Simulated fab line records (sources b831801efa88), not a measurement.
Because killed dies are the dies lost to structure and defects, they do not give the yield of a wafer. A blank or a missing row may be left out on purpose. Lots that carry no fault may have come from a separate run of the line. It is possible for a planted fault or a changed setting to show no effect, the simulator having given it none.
fab line records -- flow gf180mcu
record: lots: 15, wafers: 45, last-day: 33
route steps=602 shown NSD@244 PSD@256 SAB@275
lots with no fault: from the same line, run without faults
start-h: hours from the record's first day to the start of the lot's first wafer shown -- wait-h: hours elapsed since this lot's preceding step -- " unchanged from the row above -- L1.1+2: a row that stands for several wafers -- - no value, or no start given -- * or withheld: withheld -- < > ~ a bound
route shown NAME@n: NAME is a module with steps in the file, n the number in the route of the first one -- usual: mean/standard deviation taken from wafers without a fault -- same: alike in all rows -- chamber/n: place in a boat -- sites: the reading at each site -- _std_site: standard deviation of those values -- _edge_site: inner sites' mean taken away from outer sites' mean -- radius-mm: for every site, how far away it sits from the centre of the wafer -- mask NAME#n: copy n -- behind: the most recent tool/chamber to have shaped the wafer -- hold: cause of the lot's hold/its duration in hours/its outcome -- device: the n, p or np transistor that did not switch -- end of line: the route-end tests of the same wafers -- where a step has no rows: the recipe by itself -- killed: not the wafer's yield, but the dies lost to structure and defects at the first sort -- map: a wafer's dies, x killed, . not, _ none there
set.NAME: the run value of the setting; set.NAME@STEP: its run value at that earlier step -- model.NAME: the simulator's own value behind a step, which no gauge read
the route's steps for a sample of lots (tables are steps, rows are wafers)
services: when a tool's chamber went out of use (start-h, in hours from the record's first day, below 0 if earlier), for how many hours, and the reason
== steps ==
step: GF_NSD_IMPLANT_09
recipe: species: As, energy-kev: 60, dose-cm2: 4e+15, tilt-deg: 7
usual: beam-energy-keV: 60.003/0.016, implant-ion-amu: 75/0
lot.wafer,tool,chamber,start-h,wait-h,beam-energy-keV,implant-ion-amu
L902.2,implanter-01,0,300.28,0.0,60.022,75
L902.4,implanter-01,0,300.28,0.0,59.992,75
L902.5,implanter-01,0,300.28,0.0,59.990,75
L903.2,implanter-01,0,305.01,0.0,59.990,75
L903.4,implanter-01,0,305.01,0.0,60.000,75
L903.5,implanter-01,0,305.01,0.0,59.996,75
L904.1,implanter-02,0,313.68,0.0,60.010,75
L904.4,implanter-02,0,313.68,0.0,60.032,75
L904.5,implanter-02,0,313.68,0.0,60.012,75
L905.1,implanter-01,0,328.80,0.0,60.052,75
L905.2,implanter-01,0,328.80,0.0,60.021,75
L905.5,implanter-01,0,328.80,0.0,59.980,75
L906.1,implanter-02,0,333.23,0.0,59.991,75
L906.2,implanter-02,0,333.23,0.0,60.001,75
L906.6,implanter-02,0,333.23,0.0,59.970,75
L907.2,implanter-01,0,343.05,0.0,59.986,75
L907.3,implanter-01,0,343.05,0.0,60.011,75
L907.6,implanter-01,0,343.05,0.0,59.970,75
L908.3,implanter-01,0,348.93,0.1,59.991,75
L908.5,implanter-01,0,348.93,0.1,60.008,75
L908.6,implanter-01,0,348.93,0.1,59.997,75
L910.2,implanter-01,0,359.01,0.0,59.971,75
L910.4,implanter-01,0,359.01,0.0,60.003,75
L910.6,implanter-01,0,359.01,0.0,59.985,75
L911.1,implanter-01,0,371.08,0.0,60.015,75
L911.3,implanter-01,0,371.08,0.0,60.003,75
L911.5,implanter-01,0,371.08,0.0,60.020,75
L912.1,implanter-03,0,386.43,0.0,59.970,75
L912.4,implanter-03,0,386.43,0.0,59.977,75
L912.5,implanter-03,0,386.43,0.0,59.992,75
L914.1,implanter-01,0,392.20,0.0,60.032,75
L914.2,implanter-01,0,392.20,0.0,59.985,75
L914.6,implanter-01,0,392.20,0.0,60.007,75
L916.1,implanter-01,0,412.95,0.0,59.995,75
L916.2,implanter-01,0,412.95,0.0,60.004,75
L916.5,implanter-01,0,412.95,0.0,60.037,75
L920.1,implanter-03,0,443.80,0.0,60.006,49
L920.3,implanter-03,0,443.80,0.0,60.006,49
L920.5,implanter-03,0,443.80,0.0,60.001,49
L921.1,implanter-01,0,460.23,0.0,60.019,49
L921.2,implanter-01,0,460.23,0.0,59.999,49
L921.5,implanter-01,0,460.23,0.0,60.038,49
L922.1,implanter-01,0,462.98,0.0,59.989,49
L922.3,implanter-01,0,462.98,0.0,59.988,49
L922.4,implanter-01,0,462.98,0.0,59.987,49
step: GF_NSD_STRIP_11
recipe: chemistry: O2/N2, power-w: 1400, pressure-mtorr: 1500, platen-temp-c: 250, o2-flow-sccm: 3000, n2-flow-sccm: 300, overash-fraction: 0.5
usual: drypump-motor-current-A: 6.0/0.52, heater-power-w: 354/40, oes-product-au: 0.487/0.0045, strip-time-to-endpoint-s: 22.96/0.035
lot.wafer,tool,chamber,start-h,wait-h,drypump-motor-current-A,heater-power-w,oes-product-au,rf-hours-counter-h,strip-time-to-endpoint-s
L902.2,plasma-asher-02,1,300.55,0.1,6.6,302,0.491,19,23.01
L902.4,plasma-asher-02,1,300.55,0.1,6.6,310,0.490,-,23.02
L902.5,plasma-asher-02,1,300.55,0.1,6.6,315,0.493,-,23.01
L903.2,plasma-asher-01,0,305.28,0.1,5.9,310,0.497,68,23.02
L903.4,plasma-asher-01,0,305.28,0.1,5.9,323,0.486,-,23.04
L903.5,plasma-asher-01,1,305.28,0.1,6.6,320,0.490,-,23.04
L904.1,plasma-asher-04,0,313.98,0.1,5.9,408,0.487,67,22.94
L904.4,plasma-asher-04,0,313.98,0.1,5.9,400,0.489,-,22.95
L904.5,plasma-asher-04,0,313.98,0.1,5.9,401,0.490,-,22.93
L905.1,plasma-asher-04,1,329.10,0.1,5.1,366,0.489,69,22.92
L905.2,plasma-asher-04,0,329.10,0.1,5.9,412,0.490,69,22.89
L905.5,plasma-asher-04,1,329.10,0.1,5.1,363,0.494,-,22.92
L906.1,plasma-asher-01,1,333.53,0.1,6.6,325,0.479,71,22.96
L906.2,plasma-asher-01,0,333.53,0.1,5.9,313,0.487,71,22.94
L906.6,plasma-asher-01,1,333.53,0.1,6.6,324,0.488,-,23.00
L907.2,plasma-asher-01,0,343.33,0.1,5.9,310,0.492,73,22.94
L907.3,plasma-asher-01,0,343.33,0.1,5.9,310,0.485,-,22.88
L907.6,plasma-asher-01,1,343.33,0.1,6.6,316,0.489,-,22.96
L908.3,plasma-asher-01,0,349.22,0.1,5.9,310,0.479,-,22.93
L908.5,plasma-asher-01,1,349.22,0.1,6.6,328,0.485,-,22.94
L908.6,plasma-asher-01,0,349.22,0.1,5.9,307,0.489,-,22.93
L910.2,plasma-asher-01,0,359.28,0.1,5.9,310,0.480,75,22.92
L910.4,plasma-asher-01,0,359.28,0.1,5.9,309,0.485,-,22.96
L910.6,plasma-asher-01,0,359.28,0.1,5.9,315,0.480,-,22.96
L911.1,plasma-asher-04,1,371.38,0.1,5.1,368,0.487,74,22.95
L911.3,plasma-asher-04,0,371.38,0.1,5.9,392,0.494,-,22.94
L911.5,plasma-asher-04,0,371.38,0.1,5.9,412,0.491,-,22.95
L912.1,plasma-asher-02,1,386.73,0.1,6.6,308,0.480,24,22.95
L912.4,plasma-asher-02,1,386.73,0.1,6.6,306,0.489,-,22.95
L912.5,plasma-asher-02,1,386.73,0.1,6.6,307,0.490,-,22.92
L914.1,plasma-asher-04,1,392.50,0.1,5.1,366,0.490,76,22.98
L914.2,plasma-asher-04,0,392.50,0.1,5.9,400,0.479,76,22.94
L914.6,plasma-asher-04,1,392.50,0.1,5.1,364,0.486,-,22.97
L916.1,plasma-asher-02,1,413.25,0.1,6.6,314,0.484,27,22.93
L916.2,plasma-asher-02,0,413.25,0.1,6.0,414,0.490,27,22.89
L916.5,plasma-asher-02,1,413.25,0.1,6.6,304,0.493,-,22.91
L920.1,plasma-asher-04,1,444.10,0.1,5.1,363,0.482,82,23.74
L920.3,plasma-asher-04,0,444.10,0.1,5.9,397,0.475,-,23.71
L920.5,plasma-asher-04,0,444.10,0.1,5.9,394,0.484,-,23.73
L921.1,plasma-asher-04,1,460.53,0.1,5.1,361,0.477,83,23.78
L921.2,plasma-asher-04,0,460.53,0.1,5.9,390,0.474,83,23.76
L921.5,plasma-asher-04,0,460.53,0.1,5.9,396,0.471,-,23.76
L922.1,plasma-asher-04,1,463.28,0.1,5.1,360,0.486,84,23.76
L922.3,plasma-asher-04,0,463.28,0.1,5.9,405,0.477,-,23.71
L922.4,plasma-asher-04,1,463.28,0.1,5.1,358,0.479,-,23.72
step: GF_PSD_OVL_MEAS_08
usual: PSD_OVL: -0.3/1.3
lot.wafer,tool,chamber,start-h,wait-h,PSD_OVL[nm]
L902.2,overlay-01,-,320.47,0.1,-0.6
L902.4,overlay-01,-,320.47,0.1,-1.2
L902.5,overlay-01,-,320.47,0.1,-1.5
L903.2,overlay-01,-,325.81,0.1,-0.3
L903.4,overlay-01,-,325.81,0.1,-2.1
L903.5,overlay-01,-,325.81,0.1,-0.9
L904.1,overlay-02,-,334.75,0.1,2.2
L904.4,overlay-02,-,334.75,0.1,2.5
L904.5,overlay-02,-,334.75,0.1,0.7
L905.1,overlay-02,-,350.51,0.1,-1.0
L905.2,overlay-02,-,350.51,0.1,-3.2
L905.5,overlay-02,-,350.51,0.1,-1.8
L906.1,overlay-02,-,355.72,0.1,-0.7
L906.2,overlay-02,-,355.72,0.1,3.1
L906.6,overlay-02,-,355.72,0.1,1.3
L907.2,overlay-02,-,364.86,0.1,-0.8
L907.3,overlay-02,-,364.86,0.1,0.6
L907.6,overlay-02,-,364.86,0.1,-1.8
L908.3,overlay-02,-,371.61,0.1,1.6
L908.5,overlay-02,-,371.61,0.1,-0.2
L908.6,overlay-02,-,371.61,0.1,-0.1
L910.2,overlay-02,-,381.30,0.1,-1.5
L910.4,overlay-02,-,381.30,0.1,0.2
L910.6,overlay-02,-,381.30,0.1,-0.3
L911.1,overlay-02,-,394.15,0.1,-1.1
L911.3,overlay-02,-,394.15,0.1,-1.9
L911.5,overlay-02,-,394.15,0.1,-1.3
L912.1,overlay-01,-,409.68,0.1,-1.0
L912.4,overlay-01,-,409.68,0.1,-2.7
L912.5,overlay-01,-,409.68,0.1,-1.9
L914.1,overlay-01,-,415.86,0.1,0.8
L914.2,overlay-01,-,415.86,0.1,-1.7
L914.6,overlay-01,-,415.86,0.1,-0.4
L916.1,overlay-02,-,437.01,0.1,-1.5
L916.2,overlay-02,-,437.01,0.1,-0.3
L916.5,overlay-02,-,437.01,0.1,-0.7
L920.1,overlay-02,-,467.95,0.1,-0.4
L920.3,overlay-02,-,467.95,0.1,-0.4
L920.5,overlay-02,-,467.95,0.1,1.2
L921.1,overlay-01,-,484.11,0.1,-0.1
L921.2,overlay-01,-,484.11,0.1,0.6
L921.5,overlay-01,-,484.11,0.1,1.6
L922.1,overlay-02,-,486.89,0.1,-1.8
L922.3,overlay-02,-,486.89,0.1,1.0
L922.4,overlay-02,-,486.89,0.1,0.5
step: GF_PSD_TW_MEAS_11
usual: PSD_TW: 3156/51
lot.wafer,tool,chamber,start-h,wait-h,PSD_TW
L902.2,film-metro-01,-,320.76,0.1,3097
L902.4,film-metro-01,-,320.76,0.1,3106
L902.5,film-metro-01,-,320.76,0.1,3116
L903.2,film-metro-01,-,326.10,0.1,3119
L903.4,film-metro-01,-,326.10,0.1,3103
L903.5,film-metro-01,-,326.10,0.1,3130
L904.1,film-metro-02,-,335.03,0.1,3206
L904.4,film-metro-02,-,335.03,0.1,3190
L904.5,film-metro-02,-,335.03,0.1,3198
L905.1,film-metro-02,-,350.79,0.1,3217
L905.2,film-metro-02,-,350.79,0.1,3190
L905.5,film-metro-02,-,350.79,0.1,3222
L906.1,film-metro-01,-,356.00,0.1,3127
L906.2,film-metro-01,-,356.00,0.1,3116
L906.6,film-metro-01,-,356.00,0.1,3134
L907.2,film-metro-01,-,365.15,0.1,3083
L907.3,film-metro-01,-,365.15,0.1,3065
L907.6,film-metro-01,-,365.15,0.1,3071
L908.3,film-metro-03,-,371.90,0.1,3196
L908.5,film-metro-03,-,371.90,0.1,3195
L908.6,film-metro-03,-,371.90,0.1,3194
L910.2,film-metro-02,-,381.59,0.1,3180
L910.4,film-metro-02,-,381.59,0.1,3194
L910.6,film-metro-02,-,381.59,0.1,3198
L911.1,film-metro-01,-,394.43,0.1,3128
L911.3,film-metro-01,-,394.43,0.1,3138
L911.5,film-metro-01,-,394.43,0.1,3118
L912.1,film-metro-02,-,409.97,0.1,3212
L912.4,film-metro-02,-,409.97,0.1,3237
L912.5,film-metro-02,-,409.97,0.1,3198
L914.1,film-metro-01,-,416.15,0.1,3129
L914.2,film-metro-01,-,416.15,0.1,3141
L914.6,film-metro-01,-,416.15,0.1,3139
L916.1,film-metro-03,-,437.30,0.1,3205
L916.2,film-metro-03,-,437.30,0.1,3213
L916.5,film-metro-03,-,437.30,0.1,3220
L920.1,film-metro-02,-,468.23,0.1,3210
L920.3,film-metro-02,-,468.23,0.1,3199
L920.5,film-metro-02,-,468.23,0.1,3210
L921.1,film-metro-02,-,484.39,0.1,3196
L921.2,film-metro-02,-,484.39,0.1,3185
L921.5,film-metro-02,-,484.39,0.1,3225
L922.1,film-metro-02,-,487.18,0.1,3186
L922.3,film-metro-02,-,487.18,0.1,3178
L922.4,film-metro-02,-,487.18,0.1,3193
step: GF_PSD_RS_MEAS_14
recipe: thk-meas-gauge: four-point-probe
usual: NSD_RS: 46.12/0.11
lot.wafer,tool,chamber,start-h,wait-h,NSD_RS[ohm/sq]
L902.2,film-metro-02,-,320.97,0.1,46.13
L902.4,film-metro-02,-,320.97,0.1,46.15
L902.5,film-metro-02,-,320.97,0.1,46.12
L903.2,film-metro-02,-,326.31,0.1,46.21
L903.4,film-metro-02,-,326.31,0.1,46.06
L903.5,film-metro-02,-,326.31,0.1,45.97
L904.1,film-metro-01,-,335.31,0.1,46.17
L904.4,film-metro-01,-,335.31,0.1,46.29
L904.5,film-metro-01,-,335.31,0.1,46.13
L905.1,film-metro-01,-,351.07,0.1,46.33
L905.2,film-metro-01,-,351.07,0.1,46.24
L905.5,film-metro-01,-,351.07,0.1,46.23
L906.1,film-metro-01,-,356.19,0.1,46.18
L906.2,film-metro-01,-,356.19,0.1,46.20
L906.6,film-metro-01,-,356.19,0.1,46.16
L907.2,film-metro-03,-,365.36,0.1,45.96
L907.3,film-metro-03,-,365.36,0.1,46.04
L907.6,film-metro-03,-,365.36,0.1,46.00
L908.3,film-metro-03,-,372.12,0.1,46.07
L908.5,film-metro-03,-,372.12,0.1,46.02
L908.6,film-metro-03,-,372.12,0.1,46.11
L910.2,film-metro-01,-,381.80,0.1,46.17
L910.4,film-metro-01,-,381.80,0.1,46.20
L910.6,film-metro-01,-,381.80,0.1,46.26
L911.1,film-metro-03,-,394.63,0.1,46.06
L911.3,film-metro-03,-,394.63,0.1,46.02
L911.5,film-metro-03,-,394.63,0.1,46.07
L912.1,film-metro-01,-,410.16,0.1,46.18
L912.4,film-metro-01,-,410.16,0.1,46.14
L912.5,film-metro-01,-,410.16,0.1,46.22
L914.1,film-metro-02,-,416.34,0.1,46.18
L914.2,film-metro-02,-,416.34,0.1,46.06
L914.6,film-metro-02,-,416.34,0.1,46.14
L916.1,film-metro-02,-,437.50,0.1,46.28
L916.2,film-metro-02,-,437.50,0.1,46.28
L916.5,film-metro-02,-,437.50,0.1,46.22
L920.1,film-metro-03,-,468.42,0.1,-
L920.3,film-metro-03,-,468.42,0.1,-
L920.5,film-metro-03,-,468.42,0.1,-
L921.1,film-metro-03,-,484.59,0.1,-
L921.2,film-metro-03,-,484.59,0.1,-
L921.5,film-metro-03,-,484.59,0.1,-
L922.1,film-metro-01,-,487.38,0.1,-
L922.3,film-metro-01,-,487.38,0.1,-
L922.4,film-metro-01,-,487.38,0.1,-
step: GF_SAB_ETCH_11
recipe: chemistry: C4F8/O2/Ar, mask-material: NOVOLAK, target: SiO2, target-depth-nm: 55, source-w: 1500, bias-w: 1200, pressure-mtorr: 40, c4f8-flow-sccm: withheld, O2_flow_sccm: 6, Ar_flow_sccm: 300, time-s: 8.5
usual: oes-product-au: 0.995/0.01
lot.wafer,tool,chamber,start-h,wait-h,oes-product-au,rf-hours-counter-h
L902.2,rie-diel-01,3,342.14,0.0,0.993,7
L902.4,rie-diel-01,0,342.14,0.0,0.986,6
L902.5,rie-diel-01,1,342.14,0.0,0.990,-
L903.2,rie-diel-01,1,347.59,0.0,0.992,104
L903.4,rie-diel-01,3,347.59,0.0,0.993,7
L903.5,rie-diel-01,3,347.59,0.0,1.005,-
L904.1,rie-diel-01,1,357.22,0.0,0.993,104
L904.4,rie-diel-01,3,357.22,0.0,1.012,7
L904.5,rie-diel-01,3,357.22,0.0,0.995,-
L905.1,rie-diel-04,3,372.69,0.0,0.988,29
L905.2,rie-diel-04,1,372.69,0.0,0.999,32
L905.5,rie-diel-04,3,372.69,0.0,0.974,-
L906.1,rie-diel-02,0,378.39,0.0,0.986,112
L906.2,rie-diel-02,1,378.39,0.0,0.994,6
L906.6,rie-diel-02,0,378.39,0.0,0.993,-
L907.2,rie-diel-02,1,388.28,0.0,0.977,6
L907.3,rie-diel-02,0,388.28,0.0,0.990,112
L907.6,rie-diel-02,2,388.28,0.0,1.008,-
L908.3,rie-diel-01,0,394.83,0.0,1.004,7
L908.5,rie-diel-01,2,394.83,0.0,0.994,-
L908.6,rie-diel-01,1,394.83,0.0,1.005,-
L910.2,rie-diel-02,1,404.88,0.0,0.987,7
L910.4,rie-diel-02,3,404.88,0.0,0.995,111
L910.6,rie-diel-02,2,404.88,0.0,1.018,-
L911.1,rie-diel-02,1,418.14,0.0,0.992,7
L911.3,rie-diel-02,3,418.14,0.0,0.993,111
L911.5,rie-diel-02,3,418.14,0.0,1.001,-
L912.1,rie-diel-02,2,434.39,0.0,1.011,15
L912.4,rie-diel-02,1,434.39,0.0,0.990,-
L912.5,rie-diel-02,0,434.39,0.0,0.970,-
L914.1,rie-diel-01,0,440.79,0.0,1.011,9
L914.2,rie-diel-01,2,440.79,0.0,0.988,46
L914.6,rie-diel-01,1,440.79,0.0,0.995,-
L916.1,rie-diel-02,1,462.03,0.0,0.996,8
L916.2,rie-diel-02,0,462.03,0.0,0.987,1
L916.5,rie-diel-02,1,462.03,0.0,0.989,-
L920.1,rie-diel-04,3,491.68,0.0,0.975,31
L920.3,rie-diel-04,0,491.68,0.0,0.973,39
L920.5,rie-diel-04,0,491.68,0.0,0.980,-
L921.1,rie-diel-01,3,508.74,0.0,1.001,13
L921.2,rie-diel-01,2,508.74,0.0,0.998,48
L921.5,rie-diel-01,2,508.74,0.0,1.000,-
L922.1,rie-diel-02,3,511.38,0.0,0.992,2
L922.3,rie-diel-02,0,511.38,0.0,0.989,2
L922.4,rie-diel-02,1,511.38,0.0,0.992,9
== services ==
tool,chamber,start-h,hours,kind
plasma-asher-04,-,282.87,12.2,repair
implanter-01,-,283.61,5.3,repair
rie-diel-04,-,285.30,1.7,repair
implanter-02,-,289.94,2.6,repair
implanter-02,-,298.69,3.2,repair
implanter-01,-,300.72,3.6,repair
rie-diel-02,0,304.80,5.5,repair
rie-diel-02,-,306.32,9.0,repair
plasma-asher-02,-,324.84,10.5,repair
rie-diel-04,3,327.84,20.1,repair
plasma-asher-02,-,335.30,14.6,pm
implanter-01,-,346.27,1.4,repair
plasma-asher-04,-,347.19,2.8,pm
implanter-02,-,347.37,61.8,pm
implanter-03,-,347.51,2.8,repair
rie-diel-01,-,358.41,0.2,repair
rie-diel-02,2,362.90,7.4,repair
plasma-asher-02,-,401.65,2.6,repair
implanter-03,-,412.80,4.5,pm
implanter-01,-,417.82,1.8,repair
plasma-asher-01,-,421.25,9.0,pm
implanter-01,-,425.51,13.1,pm
rie-diel-01,-,456.59,0.4,repair
rie-diel-02,1,494.51,3.1,repair
== key ==
first-sign: step: GF_NSD_IMPLANT_09, reading: implant-ion-amu, direction: down, sigmas: 99+, usual: 75, struck: 49
effect: step: GF_NSD_STRIP_11, reading: strip-time-to-endpoint-s, direction: up, sigmas: 23, usual: *, struck: *
effect: step: GF_PSD_RS_MEAS_14, reading: NSD_RS, direction: missing
met-at GF_NSD_IMPLANT_09
struck-lots L920,L921,L922
sort-left-out L920.1,L920.3,L920.5,L921.1,L921.2,L921.5,L922.1,L922.3,L922.4
tester-left-out L920,L921,L922
not-acting-at GF_PSD_OVL_MEAS_08,GF_PSD_TW_MEAS_11,GF_SAB_ETCH_11
onset-between 412.95 443.80
fault: kind: wrong-recipe-download, tool: implanter-01,implanter-02,implanter-03, chamber: -, onset-h: 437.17, steps: GF_NSD_IMPLANT_09, wrong-recipe.not-listed: 1
tester-left-out: of these lots the tester's yield and bins aren't shown, on N5 and GAA mostly nor the transistor test; their killed dies are dies lost to structure and defects alone, not to doping, threshold or leakage, so they don't give the yield
sort-left-out: the simulated sort isn't trusted on such a fault, so these wafers' sort isn't shown, and their yield isn't known
